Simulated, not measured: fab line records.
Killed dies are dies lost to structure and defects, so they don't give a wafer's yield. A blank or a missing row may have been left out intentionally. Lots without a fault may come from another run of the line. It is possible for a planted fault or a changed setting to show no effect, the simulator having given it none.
Matching of chambers + flow gf180mcu + 3 sister chambers for GF_V4_CVD_02 on pecvd-01
The step deposits SiO2 from TEOS, target thk 850 nm, time 94.851 s. 3 wafers are shown with their chamber, then 8 later ones without.

## EACH WAFER AND ITS CHAMBER
| wafer  | chamber | heater-power-w (W) |
|--------|---------|--------------------|
| L090.3 | 0       | 727                |
| L090.6 | 1       | 777                |
| L091.3 | 2       | 674                |

## WAFERS MISSING THEIR CHAMBER
| wafer  | heater-power-w (W) |
|--------|--------------------|
| L091.5 | 886                |
| L091.6 | 566                |
| L092.3 | 713                |
| L092.4 | 720                |
| L092.6 | 756                |
| L097.1 | 828                |
| L097.2 | 767                |
| L097.3 | 615                |

## WHICH CHAMBER EACH WENT THROUGH
| wafer  | from the rows above          | in truth |
|--------|------------------------------|----------|
| L091.5 | can't be placed: 1 or 0 or 2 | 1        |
| L091.6 | can't be placed: 2 or 0 or 1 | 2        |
| L092.3 | can't be placed: 0 or 2 or 1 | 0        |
| L092.4 | can't be placed: 0 or 2 or 1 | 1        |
| L092.6 | can't be placed: 1 or 0 or 2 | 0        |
| L097.1 | can't be placed: 1 or 0 or 2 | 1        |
| L097.2 | can't be placed: 1 or 0 or 2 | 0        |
| L097.3 | can't be placed: 2 or 0 or 1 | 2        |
Placed correctly: 0 of 8. These rows do not allow placing 8 (true chamber among the candidates in 8). 0 placed wrongly.
How it was worked out, from the rows above alone: a wafer's distance from a chamber is the root of the sum, over the readings, of the square of ((its reading less the chamber's mean) divided by the reading's scatter). The wafer belongs to the nearest chamber; if the next one is less than 2 further off, it can't be placed. The mean given for a chamber averages the wafers shown for that chamber. The scatter: root of mean squared gap, hidden wafer to nearest shown wafer, with one shown wafer a chamber.
